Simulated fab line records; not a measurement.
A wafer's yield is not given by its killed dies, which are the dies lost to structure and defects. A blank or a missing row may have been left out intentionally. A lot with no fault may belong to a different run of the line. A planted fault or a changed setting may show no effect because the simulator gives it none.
What tool caused it? -- flow gf180mcu -- 38 wafers from 13 lots sampled at 2 of the route's 602 steps

WHAT THE GAUGES SHOWED, per wafer
GF_MIM_THK_MEAS_11: measures by xrf. Usual: MIM_ALCU_THK typically reads 195.2 nm, with standard deviation 2.4.
lot,measured,on,MIM_ALCU_THK (nm),flag
L742,day 25 03:43,film-metro-03,194.1 190.9 193.6,
L744,day 26 00:40,film-metro-01,194.7 197.8 196.3,
L746,day 26 12:26,film-metro-01,194.2 193.9 197.1,
L747,day 26 21:22,film-metro-01,197.3 196.5 197.5,
L748,day 27 04:00,film-metro-03,195.0 194.1 193.8,
L753,day 28 11:32,film-metro-03,197.1 196.1 195.3,
L755,day 29 04:40,film-metro-03,194.8 194.6,
L756,day 29 18:14,film-metro-04,193.6 193.9 197.1,
L758,day 30 01:10,film-metro-04,197.4 197.8 196.7,
L760,day 30 16:01,film-metro-01,192.1 194.1 196.5,
L761,day 30 20:13,film-metro-04,197.4 196.8 196.6,
L762,day 31 01:58,film-metro-04,196.3 195.2 193.2,
L763,day 31 12:16,film-metro-01,197.6 195.6 195.0,

WHAT TOOL EACH LOT RAN ON (gives the tool, then ch and the chambers of the sampled wafers, and finally the start)
lot,GF_MIM_SPUTTER_03
L742,"pvd-sputter-02, day 25 03:20"
L744,"pvd-sputter-02, day 26 00:18"
L746,"pvd-sputter-03, day 26 12:02"
L747,"pvd-sputter-01, day 26 21:00"
L748,"pvd-sputter-01, day 27 03:37"
L753,"pvd-sputter-03, day 28 11:10"
L755,"pvd-sputter-03, day 29 04:17"
L756,"pvd-sputter-02, day 29 17:52"
L758,"pvd-sputter-02, day 30 00:48"
L760,"pvd-sputter-02, day 30 15:38"
L761,"pvd-sputter-03, day 30 19:50"
L762,"pvd-sputter-02, day 31 01:34"
L763,"pvd-sputter-01, day 31 11:52"
- GF_MIM_SPUTTER_03: material Ti, target thk 10 nm, time 6.7 s.

AS READ BY THE TOOLS THEMSELVES (means over the sampled wafers that have a number; for cases with no such wafer, the mark the record gives instead)
GF_MIM_SPUTTER_03. Usual: throttle-valve-pct at 30.2 %, with a standard deviation of 0.78.
lot,tool,throttle-valve-pct (%),flag
L742,pvd-sputter-02,29.9,
L744,pvd-sputter-02,30.0,
L746,pvd-sputter-03,30.9,
L747,pvd-sputter-01,29.6,
L748,pvd-sputter-01,29.9,
L753,pvd-sputter-03,30.4,
L755,pvd-sputter-03,31.5,
L756,pvd-sputter-02,30.1,
L758,pvd-sputter-02,29.9,
L760,pvd-sputter-02,29.9,
L761,pvd-sputter-03,31.0,
L762,pvd-sputter-02,29.7,
L763,pvd-sputter-01,29.7,

THE ANSWER, worked out from the rows above alone
Rule: a lot counts as off when the mean over its wafers that have a number is more than 3 standard deviations away from the usual mean. A lot without any number at a reading at which 4 lots or more have one is off too. Any other lot the step has rows for is counted as sound. First the gauges in route order, then the tools' own readings, where a lot's mean is used as printed above. The first step at which some lot is off is used, and at that step the reading that is off furthest; a lot without a number counts as furthest.
None of the lots is off at any reading shown; this tells nothing.

WHAT THE SIMULATOR HAD INSERTED
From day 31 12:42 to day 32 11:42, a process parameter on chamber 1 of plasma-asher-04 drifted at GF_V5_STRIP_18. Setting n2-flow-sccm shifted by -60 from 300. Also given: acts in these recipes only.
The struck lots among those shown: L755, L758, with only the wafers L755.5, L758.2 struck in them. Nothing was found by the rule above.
